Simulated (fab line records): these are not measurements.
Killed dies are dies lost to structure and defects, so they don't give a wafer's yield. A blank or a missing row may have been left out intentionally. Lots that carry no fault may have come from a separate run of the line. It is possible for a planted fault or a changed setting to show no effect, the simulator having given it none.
fab line records | flow gf180mcu
record lots=12 | wafers=36 | lastDay=34
route steps=602 shown SALICIDE@280 V3@452 M4@473 V4@498
lots that met no fault: taken from a fault-free run of the same line
startH: start of the lot's first displayed wafer, in hours after the record's first day | waitH: time in hours since the lot's previous step | " identical to the entry in the row above | L1.1+2: one row covering several wafers at once | - either no value or no given start | * or withheld: withheld | < > ~ a bound
route shown NAME@n: a module of which the file shows steps, and the number in the route of the first | usual: the fault-free wafers' mean and standard deviation | same: alike in all rows | chamber/n: place in a boat | sites: per-site readings | _std_site: their standard deviation | _edge_site: mean of outer sites minus mean of inner sites | radiusMm: how far each site lies from the wafer's centre | mask NAME#n: copy n | behind: the tool/chamber that last shaped the wafer | hold: why the lot was held/for how many hours/how that ended | device: names the non-switching transistor (n, p or np) | end of line: at the end of the route, the tests of the same wafers | for a step that has no rows: nothing shown but its recipe | killed: dies that structure and defects cost at the first sort, which is not the same as the wafer's yield | map: a wafer's dies, marking killed ones x, the rest . and places with no die _
set.NAME: the setting that was run; set.NAME@STEP: the one run at that earlier step | model.NAME: the simulator's own value behind a step, which no gauge read
the route's steps for a sample of lots (tables are steps, rows are wafers)
services: when a tool's chamber went out of use (startH, in hours from the record's first day, below 0 if earlier), for how many hours, and the reason
## steps
# step GF_SALICIDE_SPUTTER_02
# recipe material=Co | targetThkNm=10 | powerW=1000 | timeS=20 | chamberPressurePa=0.4
# usual cathodeDcPowerW=1000.0/0.16 | throttleValvePct=29.8/1.2
lot.wafer | tool          | chamber | startH | waitH | cathodeDcPowerW | throttleValvePct
L535.4    | pvdSputter-01 | -       | 337.19 | 0.0   | 999.87          | 27.7
L535.5    | "             | -       | "      | "     | 999.95          | 27.3
L535.6    | "             | -       | "      | "     | 1000.1          | 29.7
L536.3    | pvdSputter-03 | -       | 344.70 | 0.0   | 999.79          | 31.1
L536.5    | "             | -       | "      | "     | 999.83          | 31.2
L536.6    | "             | -       | "      | "     | 1000.0          | 30.2
L537.1    | pvdSputter-03 | -       | 357.85 | 0.0   | 1000.3          | 30.6
L537.4    | "             | -       | "      | "     | 999.97          | 30.8
L537.6    | "             | -       | "      | "     | 1000.1          | 30.5
L538.1    | pvdSputter-03 | -       | 371.05 | 0.0   | 1000.1          | 30.9
L538.2    | "             | -       | "      | "     | 999.99          | 30.4
L538.4    | "             | -       | "      | "     | 1000.1          | 31.1
L540.1    | pvdSputter-01 | -       | 387.30 | 0.0   | 999.81          | 29.4
L540.4    | "             | -       | "      | "     | 1000.2          | 27.7
L540.5    | "             | -       | "      | "     | 999.91          | 29.1
L541.2    | pvdSputter-01 | -       | 392.70 | 0.0   | 999.90          | 29.3
L541.3    | "             | -       | "      | "     | 999.99          | 27.5
L541.6    | "             | -       | "      | "     | 999.97          | 27.4
L544.1    | pvdSputter-03 | -       | 421.66 | 0.0   | 999.92          | 31.5
L544.4    | "             | -       | "      | "     | 999.91          | 30.9
L544.6    | "             | -       | "      | "     | 999.89          | 31.3
L547.1    | pvdSputter-01 | -       | 454.47 | 0.0   | 999.79          | 29.4
L547.2    | "             | -       | "      | "     | 1000.1          | 27.6
L547.6    | "             | -       | "      | "     | 1000.1          | 29.3
L548.1    | pvdSputter-01 | -       | 457.39 | 0.0   | 1000.1          | 29.1
L548.3    | "             | -       | "      | "     | 1000.1          | 27.6
L548.5    | "             | -       | "      | "     | 1000.3          | 29.1
L549.1    | pvdSputter-01 | -       | 462.33 | 0.0   | 1000.00         | 29.2
L549.4    | "             | -       | "      | "     | 1000.3          | 27.6
L549.5    | "             | -       | "      | "     | 999.95          | 29.9
L557.4    | pvdSputter-02 | -       | 528.45 | 0.0   | 1000.2          | 30.3
L557.5    | "             | -       | "      | "     | 1000.1          | 30.9
L557.6    | "             | -       | "      | "     | 999.92          | 30.3
L558.2    | pvdSputter-02 | -       | 533.02 | 0.0   | 999.83          | 30.4
L558.3    | "             | -       | "      | "     | 999.94          | 30.9
L558.6    | "             | -       | "      | "     | 999.67          | 30.8
# step GF_SALICIDE_RS_MEAS_04
# recipe thkMeasGauge=four-point-probe | reads=TiN_of_SALICIDE_SPUTTER_03+Co_of_SALICIDE_SPUTTER_02
# usual SALICIDE_TIN_RS=16.28/0.29
lot.wafer | tool         | chamber | startH | waitH | hold                    | SALICIDE_TIN_RS[ohm/sq]
L535.4    | filmMetro-01 | -       | 337.30 | 0.1   | -                       | 16.66
L535.5    | "            | -       | "      | "     | -                       | 16.71
L535.6    | "            | -       | "      | "     | -                       | 16.87
L536.3    | filmMetro-02 | -       | 344.79 | 0.1   | -                       | 15.96
L536.5    | "            | -       | "      | "     | -                       | 15.89
L536.6    | "            | -       | "      | "     | -                       | 15.88
L537.1    | filmMetro-04 | -       | 357.91 | 0.0   | -                       | 16.36
L537.4    | "            | -       | "      | "     | -                       | 16.52
L537.6    | "            | -       | "      | "     | -                       | 16.45
L538.1    | filmMetro-01 | -       | 371.10 | 0.0   | -                       | 16.41
L538.2    | "            | -       | "      | "     | -                       | 16.02
L538.4    | "            | -       | "      | "     | -                       | 16.07
L540.1    | filmMetro-02 | -       | 387.36 | 0.0   | -                       | 16.21
L540.4    | "            | -       | "      | "     | -                       | 16.63
L540.5    | "            | -       | "      | "     | -                       | 16.15
L541.2    | filmMetro-01 | -       | 392.77 | 0.0   | -                       | 16.21
L541.3    | "            | -       | "      | "     | -                       | 15.87
L541.6    | "            | -       | "      | "     | -                       | 16.09
L544.1    | filmMetro-02 | -       | 421.71 | 0.0   | -                       | 16.48
L544.4    | "            | -       | "      | "     | -                       | 16.53
L544.6    | "            | -       | "      | "     | -                       | 16.27
L547.1    | filmMetro-02 | -       | 454.53 | 0.0   | -                       | 16.12
L547.2    | "            | -       | "      | "     | -                       | 16.50
L547.6    | "            | -       | "      | "     | -                       | 16.14
L548.1    | filmMetro-01 | -       | 457.44 | 0.0   | awaitDispo/0.2h/release | 24.96
L548.3    | "            | -       | "      | "     | awaitDispo/0.2h/release | 24.56
L548.5    | "            | -       | "      | "     | awaitDispo/0.2h/release | 25.01
L548.1    | filmMetro-01 | -       | 457.73 | 0.3   | -                       | 24.96
L548.3    | "            | -       | "      | "     | -                       | 24.55
L548.5    | "            | -       | "      | "     | -                       | 25.07
L549.1    | filmMetro-04 | -       | 462.38 | 0.0   | awaitDispo/0.2h/release | 24.17
L549.4    | "            | -       | "      | "     | awaitDispo/0.2h/release | 15.95
L549.5    | "            | -       | "      | "     | awaitDispo/0.2h/release | 24.42
L549.1    | filmMetro-04 | -       | 462.67 | 0.3   | -                       | 24.20
L549.4    | "            | -       | "      | "     | -                       | 15.96
L549.5    | "            | -       | "      | "     | -                       | 24.40
L557.4    | filmMetro-02 | -       | 528.57 | 0.1   | -                       | 16.33
L557.5    | "            | -       | "      | "     | -                       | 16.43
L557.6    | "            | -       | "      | "     | -                       | 16.01
L558.2    | filmMetro-01 | -       | 533.09 | 0.0   | -                       | 16.00
L558.3    | "            | -       | "      | "     | -                       | 16.19
L558.6    | "            | -       | "      | "     | -                       | 16.07
# step GF_V3_CVD_23
# recipe material=W | targetThkNm=350 | timeS=104.9 | tempC=400 | pressureTorr=40
# usual heaterPowerW=926/68
lot.wafer | tool    | chamber | startH | waitH | heaterPowerW | sinceWetCleanH
L535.4    | cvdW-02 | 1       | 512.36 | 0.1   | 931          | -
L535.5    | "       | 0       | "      | "     | 888          | -
L535.6    | "       | 1       | "      | "     | 918          | -
L536.3    | cvdW-01 | 0       | 518.49 | 0.1   | 1016         | -
L536.5    | "       | 1       | "      | "     | 819          | -
L536.6    | "       | 0       | "      | "     | 994          | -
L537.1    | cvdW-01 | 0       | 532.23 | 0.0   | 1007         | 628
L537.4    | "       | 0       | "      | "     | 991          | -
L537.6    | "       | 0       | "      | "     | 1014         | -
L538.1    | cvdW-01 | 0       | 547.17 | 0.0   | 1006         | 643
L538.2    | "       | 1       | "      | "     | 856          | 643
L538.4    | "       | 1       | "      | "     | 860          | -
L540.1    | cvdW-01 | 0       | 561.91 | 0.0   | 1022         | 658
L540.4    | "       | 0       | "      | "     | 1032         | -
L540.5    | "       | 0       | "      | "     | 1024         | -
L541.2    | cvdW-02 | 0       | 567.55 | 0.0   | 898          | 164
L541.3    | "       | 1       | "      | "     | 950          | -
L541.6    | "       | 1       | "      | "     | 963          | -
L544.1    | cvdW-02 | 0       | 594.62 | 0.0   | 902          | 191
L544.4    | "       | 1       | "      | "     | 906          | -
L544.6    | "       | 1       | "      | "     | 950          | -
L547.1    | cvdW-02 | 0       | 622.97 | 0.0   | 875          | 219
L547.2    | "       | 1       | "      | "     | 956          | 219
L547.6    | "       | 0       | "      | "     | 893          | -
L548.1    | cvdW-01 | 1       | 625.12 | 0.0   | 868          | 721
L548.3    | "       | 0       | "      | "     | 1004         | -
L548.5    | "       | 1       | "      | "     | 843          | -
L549.1    | cvdW-02 | 1       | 629.34 | 0.0   | 963          | 225
L549.4    | "       | 1       | "      | "     | 964          | -
L549.5    | "       | 0       | "      | "     | 885          | -
L557.4    | cvdW-01 | 0       | 683.93 | 0.1   | 1010         | -
L557.5    | "       | 1       | "      | "     | 842          | -
L557.6    | "       | 0       | "      | "     | 1051         | -
L558.2    | cvdW-01 | 0       | 687.78 | 0.0   | 1043         | 784
L558.3    | "       | 1       | "      | "     | 855          | -
L558.6    | "       | 0       | "      | "     | 1019         | -
# step GF_M4_STRIP_17
# recipe chemistry=O2/N2 | powerW=1400 | pressureMtorr=1500 | platenTempC=250 | o2FlowSccm=3000 | n2FlowSccm=300 | overashFraction=0.5
# usual drypumpMotorCurrentA=5.8/0.58 | heaterPowerW=345/31 | oesProductAu=0.536/0.0051 | stripTimeToEndpointS=7.35/0.057
lot.wafer | tool           | chamber | startH | waitH | drypumpMotorCurrentA | heaterPowerW | oesProductAu | rfHoursCounterH | stripTimeToEndpointS
L535.4    | plasmaAsher-02 | 0       | 535.64 | 0.1   | 5.2                  | 354          | 0.526        | -               | 7.24
L535.5    | "              | 0       | "      | "     | 5.2                  | 353          | 0.528        | -               | 7.25
L535.6    | "              | 1       | "      | "     | 6.7                  | 333          | 0.539        | -               | 7.35
L536.3    | plasmaAsher-02 | 0       | 542.53 | 0.1   | 5.2                  | 353          | 0.524        | -               | 7.27
L536.5    | "              | 1       | "      | "     | 6.7                  | 341          | 0.543        | -               | 7.36
L536.6    | "              | 0       | "      | "     | 5.2                  | 345          | 0.533        | -               | 7.27
L537.1    | plasmaAsher-01 | 0       | 555.96 | 0.1   | 5.6                  | 388          | 0.530        | 13              | 7.21
L537.4    | "              | 1       | "      | "     | 5.4                  | 302          | 0.531        | -               | 7.22
L537.6    | "              | 0       | "      | "     | 5.6                  | 390          | 0.540        | -               | 7.18
L538.1    | plasmaAsher-02 | 1       | 570.11 | 0.1   | 6.7                  | 335          | 0.543        | 96              | 7.34
L538.2    | "              | 0       | "      | "     | 5.2                  | 347          | 0.534        | 96              | 7.34
L538.4    | "              | 1       | "      | "     | 6.7                  | 335          | 0.534        | -               | 7.36
L540.1    | plasmaAsher-02 | 0       | 584.06 | 0.1   | 5.2                  | 341          | 0.541        | 97              | 7.45
L540.4    | "              | 1       | "      | "     | 6.8                  | 337          | 0.533        | -               | 7.32
L540.5    | "              | 1       | "      | "     | 6.7                  | 329          | 0.538        | -               | 7.38
L541.2    | plasmaAsher-02 | 0       | 589.34 | 0.1   | 5.2                  | 350          | 0.542        | 98              | 7.39
L541.3    | "              | 1       | "      | "     | 6.7                  | 335          | 0.532        | -               | 7.28
L541.6    | "              | 0       | "      | "     | 5.2                  | 351          | 0.536        | -               | 7.41
L544.1    | plasmaAsher-03 | 1       | 616.69 | 0.1   | 6.4                  | 353          | 0.534        | 83              | 7.30
L544.4    | "              | 0       | "      | "     | 5.7                  | 336          | 0.535        | -               | 7.31
L544.6    | "              | 1       | "      | "     | 6.4                  | 361          | 0.535        | -               | 7.30
L547.1    | plasmaAsher-02 | 1       | 644.31 | 0.1   | 6.7                  | 339          | 0.532        | 104             | 7.25
L547.2    | "              | 0       | "      | "     | 5.2                  | 356          | 0.534        | 104             | 7.40
L547.6    | "              | 1       | "      | "     | 6.7                  | 338          | 0.526        | -               | 7.27
L548.1    | plasmaAsher-01 | 0       | 645.97 | 0.2   | 5.6                  | 392          | 0.540        | 23              | 7.41
L548.3    | "              | 1       | "      | "     | 5.4                  | 302          | 0.534        | -               | 7.39
L548.5    | "              | 0       | "      | "     | 5.6                  | 402          | 0.539        | -               | 7.39
L549.1    | plasmaAsher-01 | 1       | 649.86 | 0.1   | 5.4                  | 297          | 0.541        | 24              | 7.45
L549.4    | "              | 1       | "      | "     | 5.4                  | 298          | 0.544        | -               | 7.32
L549.5    | "              | 0       | "      | "     | 5.6                  | 387          | 0.529        | -               | 7.32
L557.4    | plasmaAsher-02 | 0       | 703.67 | 0.1   | 5.2                  | 345          | 0.528        | -               | 7.36
L557.5    | "              | 0       | "      | "     | 5.2                  | 351          | 0.534        | -               | 7.36
L557.6    | "              | 1       | "      | "     | 6.7                  | 332          | 0.539        | -               | 7.40
L558.2    | plasmaAsher-02 | 1       | 706.89 | 0.1   | 6.7                  | 327          | 0.537        | 111             | 7.29
L558.3    | "              | 0       | "      | "     | 5.2                  | 349          | 0.541        | -               | 7.35
L558.6    | "              | 1       | "      | "     | 6.7                  | 344          | 0.539        | -               | 7.32
# step GF_V4_SPUTTER_22
# recipe material=TiN | targetThkNm=10 | chamberPressurePa=5 | powerW=4000 | timeS=40
# usual cathodeDcPowerW=4000.1/0.67 | throttleValvePct=30.5/1
lot.wafer | tool          | chamber | startH | waitH | cathodeDcPowerW | throttleValvePct
L535.4    | pvdSputter-04 | -       | 559.09 | 0.0   | 4000.1          | 31.2
L535.5    | "             | -       | "      | "     | 4000.9          | 30.6
L535.6    | "             | -       | "      | "     | 4000.4          | 31.2
L536.3    | pvdSputter-02 | -       | 566.59 | 0.0   | 4000.2          | 30.4
L536.5    | "             | -       | "      | "     | 4000.8          | 31.2
L536.6    | "             | -       | "      | "     | 3999.9          | 27.7
L537.1    | pvdSputter-03 | -       | 579.48 | 0.0   | 3998.9          | 30.3
L537.4    | "             | -       | "      | "     | 4000.4          | 31.6
L537.6    | "             | -       | "      | "     | 4000.4          | 30.9
L538.1    | pvdSputter-03 | -       | 594.23 | 0.0   | 4000.5          | 31.0
L538.2    | "             | -       | "      | "     | 3999.7          | 31.1
L538.4    | "             | -       | "      | "     | 3999.3          | 30.3
L540.1    | pvdSputter-03 | -       | 607.43 | 0.0   | 4000.4          | 31.4
L540.4    | "             | -       | "      | "     | 3999.9          | 30.7
L540.5    | "             | -       | "      | "     | 4000.1          | 31.6
L541.2    | pvdSputter-02 | -       | 612.58 | 0.0   | 3999.3          | 29.4
L541.3    | "             | -       | "      | "     | 4000.4          | 31.0
L541.6    | "             | -       | "      | "     | 4000.6          | 28.0
L544.1    | pvdSputter-03 | -       | 639.13 | 0.0   | 3999.3          | 31.2
L544.4    | "             | -       | "      | "     | 4000.3          | 31.0
L544.6    | "             | -       | "      | "     | 4000.0          | 30.7
L547.1    | pvdSputter-03 | -       | 665.68 | 0.0   | 4000.7          | 31.5
L547.2    | "             | -       | "      | "     | 4000.6          | 30.3
L547.6    | "             | -       | "      | "     | 4000.4          | 30.5
L548.1    | pvdSputter-03 | -       | 667.79 | 0.0   | 4000.6          | 30.6
L548.3    | "             | -       | "      | "     | 3999.1          | 31.2
L548.5    | "             | -       | "      | "     | 4000.5          | 30.9
L549.1    | pvdSputter-04 | -       | 671.79 | 0.0   | 3999.5          | 30.5
L549.4    | "             | -       | "      | "     | 4000.4          | 31.3
L549.5    | "             | -       | "      | "     | 3999.8          | 30.4
L557.4    | pvdSputter-04 | -       | 724.03 | 0.0   | 3999.5          | 31.2
L557.5    | "             | -       | "      | "     | 3999.9          | 31.4
L557.6    | "             | -       | "      | "     | 4000.4          | 31.1
L558.2    | pvdSputter-02 | -       | 727.04 | 0.0   | 4000.4          | 30.7
L558.3    | "             | -       | "      | "     | 4002.0          | 29.4
L558.6    | "             | -       | "      | "     | 4000.3          | 27.9
## services
tool           | chamber | startH | hours | kind
cvdW-02        | 0       | 314.47 | 11.9  | repair
pvdSputter-03  | -       | 347.62 | 2.9   | repair
pvdSputter-04  | -       | 351.93 | 1.1   | repair
pvdSputter-01  | -       | 360.90 | 1.8   | repair
cvdW-01        | 0       | 384.03 | 2.6   | repair
plasmaAsher-03 | -       | 384.05 | 4.1   | repair
cvdW-02        | -       | 390.00 | 14.0  | pm
plasmaAsher-01 | -       | 392.76 | 2.8   | pm
cvdW-02        | -       | 406.03 | 1.3   | repair
pvdSputter-03  | -       | 418.39 | 1.5   | repair
plasmaAsher-01 | -       | 421.25 | 9.0   | pm
plasmaAsher-03 | -       | 454.76 | 2.3   | repair
pvdSputter-03  | -       | 465.34 | 0.6   | repair
pvdSputter-02  | -       | 485.60 | 6.9   | repair
cvdW-01        | -       | 522.25 | 2.8   | pm
cvdW-02        | -       | 542.61 | 0.8   | repair
pvdSputter-03  | -       | 552.57 | 2.4   | repair
pvdSputter-03  | -       | 570.30 | 2.0   | repair
pvdSputter-01  | -       | 579.95 | 3.7   | repair
plasmaAsher-03 | -       | 617.53 | 28.1  | pm
plasmaAsher-01 | -       | 633.00 | 1.7   | repair
plasmaAsher-02 | -       | 655.98 | 4.4   | repair
plasmaAsher-03 | -       | 657.98 | 22.0  | repair
plasmaAsher-01 | -       | 702.85 | 0.6   | repair
## key
firstSign step=GF_SALICIDE_RS_MEAS_04 | reading=visit | direction=added
effect step=GF_SALICIDE_RS_MEAS_04 | reading=SALICIDE_TIN_RS | direction=up | sigmas=28 | usual=16.28 | struck=24.63
metAt GF_SALICIDE_SPUTTER_02
struckLots L548,L549
struckWafers L548.1,L548.3,L548.5,L549.1,L549.5
testerLeftOut L548,L549
notActingAt GF_V3_CVD_23,GF_M4_STRIP_17,GF_V4_SPUTTER_22
onsetBetween 454.47 457.39
fault kind=processParameterDrift | tool=pvdSputter-01 | chamber=- | onsetH=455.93 | steps=GF_SALICIDE_SPUTTER_02 | channel=targetThkNm | offset=-3.5966 | shape=step | endH=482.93 | scope=struckWafersOnly | actsIn=theseRecipesOnly | stated=10
# testerLeftOut: of these lots the tester's yield and bins aren't shown, on N5 and GAA mostly nor the transistor test; their killed dies are dies lost to structure and defects alone, not to doping, threshold or leakage, so they don't give the yield
